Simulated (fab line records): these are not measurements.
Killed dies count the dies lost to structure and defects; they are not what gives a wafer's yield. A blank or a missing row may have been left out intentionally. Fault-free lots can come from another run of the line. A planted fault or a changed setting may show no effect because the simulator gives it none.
Chamber matching	flow gf180mcu	GF_V2_CMP_04 on cmp-01: 4 sister chambers
The step polishes SiO2. 4 wafers are shown with their chamber, then 10 later ones without.

== WAFERS, EACH WITH ITS CHAMBER ==
wafer	chamber	motor_current_A (A)
L525.2	3	13.9
L525.3	1	9.9
L528.1	0	12.8
L528.5	2	11.3

== WAFERS MISSING THEIR CHAMBER ==
wafer	motor_current_A (A)
L528.6	9.8
L527.1	12.5
L527.3	13.8
L527.4	11.2
L531.1	11.5
L531.3	9.7
L531.5	12.7
L532.3	12.1
L532.4	10.2
L532.6	13.2

== THE CHAMBER EACH PASSED THROUGH ==
wafer	from the rows above	in truth
L528.6	1	1
L527.1	0	0
L527.3	3	3
L527.4	2	2
L531.1	2	2
L531.3	1	1
L531.5	0	0
L532.3	can't be placed: 0 or 2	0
L532.4	1	1
L532.6	can't be placed: 0 or 3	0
Placed correctly: 8 of 10. From these rows, 2 cannot be placed; in 2 the true chamber is one of the candidates. 0 placed wrongly.
How it was worked out, from the rows above alone: a wafer's distance from a chamber is the root of the sum, over the readings, of the square of ((its reading less the chamber's mean) divided by the reading's scatter). If the next closest chamber is less than 2 further off than the closest, the wafer can't be placed; otherwise it belongs to the closest. Each chamber's mean is taken over the wafers shown for it. The scatter: root of mean squared gap, hidden wafer to nearest shown wafer, with one shown wafer a chamber.
